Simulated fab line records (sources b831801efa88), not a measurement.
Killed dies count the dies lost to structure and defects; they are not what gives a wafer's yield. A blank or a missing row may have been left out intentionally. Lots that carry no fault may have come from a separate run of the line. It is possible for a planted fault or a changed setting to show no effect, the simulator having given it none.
Struck lot and sound lot, side by side + flow sfq line + 21 out of 325 route steps
Sound: wafers L910.2, L910.4, L910.6. Struck: wafer L913.5 (left out: L913.2, L913.4 of the same lot, which were not struck); the cause appears at the end.
At each step with rows: each side's tool, then ch and its chambers, then its first start. Under that, the readings that differ: sound wafers + struck wafers + difference of the means + sigmas: that difference in standard deviations of wafers without a fault.
alike: same words and numbers on both sides, and readings whose means sit less than 2 such deviations apart. not compared: any withheld reading, any reading some wafer has no value for, any bound like >300 that may hide the same value, and any number with overlapping values for which the record gives no deviation.
The two part at a step that has a row with sigmas, a row that says differs or no value, or rows on one side only. Non-overlapping numbers with no deviation appear without sigmas and do not part them. Lack of a reading on every wafer of one side parts them only where that side has two or more wafers.

first, 2 steps without rows for these wafers: SFQ_TRILAYER_M6_LITHO_PEB_162 (peb time 60 s); SFQ_TRILAYER_M6_LITHO_DEVELOP_161 (time 60 s).
SFQ_M6_OVL_MEAS_940:
  struck on overlay-02, day 77 04:49; sound on overlay-02, day 76 16:49
  alike: M6_OVL
then, 1 step without rows for these wafers: SFQ_TRILAYER_M6_BARC_OPEN_METAL_ETCH_206 (etches BARC in O2, target depth 125 nm, time 41.7 s).
SFQ_TRILAYER_M6_ETCH_METAL_ETCH_162: etches Nb in Cl2/Ar, stops on SiO2, target depth 240 nm, time 120 s.
  sound on rie metal-01 ch 0, day 76 16:54; struck on rie metal-03 ch 1, day 77 04:54
| reading                     | sound       | struck | difference | sigmas |
|-----------------------------|-------------|--------|------------|--------|
| drypump motor current A (A) | 5.4 5.3 5.4 | 6.4    | +1.0       | +2     |
  alike: bias w, oes product au, rf fwd power W
  not compared: rf hours counter h
then, 2 steps without rows for these wafers: SFQ_TRILAYER_M6_STRIP_STRIP_163 (strips in O2); SFQ_TRILAYER_M6_STRIP_SOLV_CLEAN_164 (cleans in NMP, time 600 s).
SFQ_TRILAYER_I6_DEP_PECVD_165: deposits SiO2 from SiH4/N2O, time 111.11 s, target thk 500 nm.
  sound on pecvd-03 ch 0,2, day 76 17:48; struck on pecvd-03 ch 1, day 77 05:48
| reading            | sound             | struck | difference | sigmas |
|--------------------|-------------------|--------|------------|--------|
| rf fwd power W (W) | 183.2 182.3 183.4 | 181.3  | -1.7       | -3     |
  alike: heater power w, throttle valve pct
SFQ_TRILAYER_I6_CMP_CMP_166: polishes SiO2.
  sound on cmp-01 ch 0,2, day 76 19:07; struck on cmp-01 ch 2, day 77 08:23
  alike: edge zone pressure frac, motor current A, platen rpm, time to endpoint s
SFQ_I6_BOW_MEAS_941:
  struck on film metro-02, day 77 08:54; sound on film metro-02, day 76 21:38
  alike: I6_BOW
then, 2 steps without rows for these wafers: SFQ_TRILAYER_I6_METRO_MEASURE_167; SFQ_TRILAYER_I6_VIA_LITHO_COAT_174 (resist thk 62 nm).
SFQ_TRILAYER_I6_VIA_LITHO_COAT_169: resist thk 650 nm.
  sound on litho track-04 ch 0, day 76 23:18; struck on litho track-01 ch 0, day 77 10:33
| reading                                                 | sound             | struck | difference | sigmas |
|---------------------------------------------------------|-------------------|--------|------------|--------|
| exhaust pa (Pa)                                         | 46.5 46.2 46.8    | 44.4   | -2.1       | -3     |
| model.KrF_of_TRILAYER_I6_VIA_LITHO_COAT_169.thk nm (nm) | 650.2 651.1 651.7 | 671    | +20        |        |
then, 4 steps without rows for these wafers: SFQ_TRILAYER_I6_VIA_LITHO_SOFTBAKE_173; SFQ_TRILAYER_I6_VIA_LITHO_EXPOSE_170 (exposes mask I6, target cd 700 nm); SFQ_TRILAYER_I6_VIA_LITHO_PEB_172 (peb time 60 s); SFQ_TRILAYER_I6_VIA_LITHO_DEVELOP_171 (time 60 s).
SFQ_I6_OVL_MEAS_942:
  struck on overlay-02, day 77 16:49; sound on overlay-02, day 77 06:01
  alike: I6_OVL
SFQ_TRILAYER_I6_VIA_BARC_OPEN_VIA_ETCH_235: etches BARC in O2, target depth 125 nm, time 41.7 s.
  sound on rie diel-03 ch 0,1,2, day 77 06:02; struck on rie diel-04 ch 1, day 77 16:50
  alike: bias w, drypump motor current A, oes product au, rf fwd power W
  not compared: rf hours counter h
SFQ_TRILAYER_I6_VIA_ETCH_VIA_ETCH_172: etches SiO2 in CHF3, stops on Nb, target depth 260 nm.
  sound on rie diel-03 ch 0,1,2, day 77 06:05; struck on rie diel-04 ch 1, day 77 16:53
| reading                                                 | sound             | struck | difference | sigmas |
|---------------------------------------------------------|-------------------|--------|------------|--------|
| rf fwd power W (W)                                      | 497.1 495.8 496.8 | 499.8  | +3.2       | +2     |
| model.KrF_of_TRILAYER_I6_VIA_LITHO_COAT_169.thk nm (nm) | 527.4 528.4 529.1 | 550.5  | +22.2      |        |
  alike: bias w, drypump motor current A, oes product au
SFQ_TRILAYER_I6_VIA_STRIP_STRIP_173: strips in O2.
  sound on rie metal-04 ch 0,1, day 77 06:11; struck on rie metal-03 ch 0, day 77 16:59
  alike: drypump motor current A, oes product au
  not compared: rf hours counter h

WHERE THEY PART
Earliest at SFQ_TRILAYER_M6_ETCH_METAL_ETCH_162; latest, in this record, at SFQ_TRILAYER_I6_VIA_ETCH_VIA_ETCH_172. Later steps at which nothing parts them and some readings are alike: SFQ_TRILAYER_I6_VIA_STRIP_STRIP_173.

WHY: the cause the simulator had injected
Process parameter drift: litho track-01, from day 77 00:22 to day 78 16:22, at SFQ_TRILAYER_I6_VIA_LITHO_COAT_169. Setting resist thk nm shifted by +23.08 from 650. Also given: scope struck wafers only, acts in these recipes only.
